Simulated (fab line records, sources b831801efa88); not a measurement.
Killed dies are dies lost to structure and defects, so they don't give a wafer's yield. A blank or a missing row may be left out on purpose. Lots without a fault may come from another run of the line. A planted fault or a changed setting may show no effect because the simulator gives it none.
A struck lot beside a sound one | flow gf180mcu | 16 steps out of a route of 602
Sound: wafers L145.3, L145.4, L145.5. Struck: wafers L144.1, L144.6. The cause comes at the end.
At each step with rows: each side's tool, then ch and its chambers, then its first start. Under that, the readings that differ: sound wafers | struck wafers | difference of the means | sigmas: that difference in standard deviations of wafers without a fault.
alike: readings whose means differ by less than 2 such deviations, and words and numbers that are the same on both sides. not compared: withheld readings, readings that some wafer has no value for, bounds like >300 that may hide the same value, and numbers for which the record gives no deviation and whose values overlap.
The two part at a step that has a row with sigmas, a row that says differs or no value, or rows on one side only. Numbers that don't overlap but have no deviation are shown without sigmas and don't part them. A reading that every wafer of one side lacks parts them only if that side has two wafers or more.

first, 1 step without rows for these wafers: GF_STI_DEVELOP_11 (develop time 60 s).
GF_STI_CD_MEAS_12: target cd 220 nm.
  sound on cd_sem-02, day 4 15:28; struck on cd_sem-01, day 4 09:40
  reading    | sound             | struck      | difference | sigmas
  cd_nm (nm) | 217.5 217.6 218.0 | 221.7 222.2 | +4.2       | +3
GF_STI_ETCH_13: etches the open film in CHF3/O2, stops on Si, target depth 282.31 nm, time 112.9 s.
  sound on rie_diel-01 ch 1,3, day 4 15:32; struck on rie_diel-04 ch 0,1, day 4 09:47
  alike: drypump_motor_current_A, oes_product_au, rf_fwd_power_W, throttle_valve_pct
  not compared: rf_hours_counter_h
GF_STI_ETCH_14: etches Si in HBr/Cl2/O2, target depth 360 nm, time 102.9 s.
  sound on rie_si-02 ch 0,1,2, day 4 15:37; struck on rie_si-01 ch 0,1, day 4 09:52
  alike: drypump_motor_current_A, he_backside_leak_sccm, oes_product_au, rf_fwd_power_W, throttle_valve_pct
  not compared: rf_hours_counter_h
GF_STI_STRIP_15: strips in O2/N2.
  sound on plasma_asher-03 ch 0,1, day 4 15:43; struck on plasma_asher-02 ch 0, day 4 09:56
  reading                     | sound       | struck  | difference | sigmas
  drypump_motor_current_A (A) | 5.3 5.3 5.3 | 6.2 6.3 | +1.0       | +2
  alike: heater_power_w, oes_product_au, strip_time_to_endpoint_s
  not compared: rf_hours_counter_h
then, 6 steps without rows for these wafers: GF_STI_CLEAN_16 (cleans in dHF, time 25 s); GF_STI_WET_ETCH_17 (etches Si3N4 in H3PO4, target depth 45 nm, time 514 s); GF_STI_CLEAN_18 (cleans in SC1/SC2, time 150 s); GF_STI_CLEAN_19 (cleans in dHF, time 20 s); GF_STI_WET_ETCH_20 (etches SiO2 in dHF, target depth 20 nm, time 400 s); GF_STI_OXIDATION_21 (stabilise 600 s, purge 300 s, target thk 15 nm).
GF_STI_THK_MEAS_22:
  sound on film_metro-03, day 4 18:08; struck on film_metro-04, day 4 11:47
  alike: STI_OXIDATION_01_THK
GF_STI_CVD_23: deposits SiO2, target thk 650 nm, time 108.3 s.
  sound on hdpcvd-02 ch 0,1,2, day 4 18:10; struck on hdpcvd-01 ch 0, day 4 11:51
  reading                              | sound           | struck      | difference | sigmas
  model.SiO2_of_STI_CVD_23.thk_nm (nm) | 647.5 654.7 655 | 579.5 577.6 | -73.9      |
GF_STI_THK_MEAS_24:
  sound on film_metro-02, day 4 18:16; struck on film_metro-02, day 4 11:56
  reading             | sound       | struck  | difference | sigmas
  STI_CVD_23_THK (nm) | 647 655 655 | 581 577 | -73        | -12
GF_STI_CMP_25: polishes, stops on Si3N4, t overpolish 33 s, target thk 524.6 nm.
  sound on cmp-02 ch 0,1,2, day 4 18:21; struck on cmp-01 ch 0,2, day 4 12:08
  reading                | sound       | struck  | difference | sigmas
  time_to_endpoint_s (s) | 127 122 129 | 119 112 | -10        | -2
  alike: head_pressure_psi, motor_current_A, slurry_filter_dp_kPa
then, 1 step without rows for these wafers: GF_PASSIVATION_PROBE_99.

WHERE THEY PART
First at GF_STI_CD_MEAS_12; last, within this record, at GF_STI_CMP_25.

WHY: what the simulator had put in
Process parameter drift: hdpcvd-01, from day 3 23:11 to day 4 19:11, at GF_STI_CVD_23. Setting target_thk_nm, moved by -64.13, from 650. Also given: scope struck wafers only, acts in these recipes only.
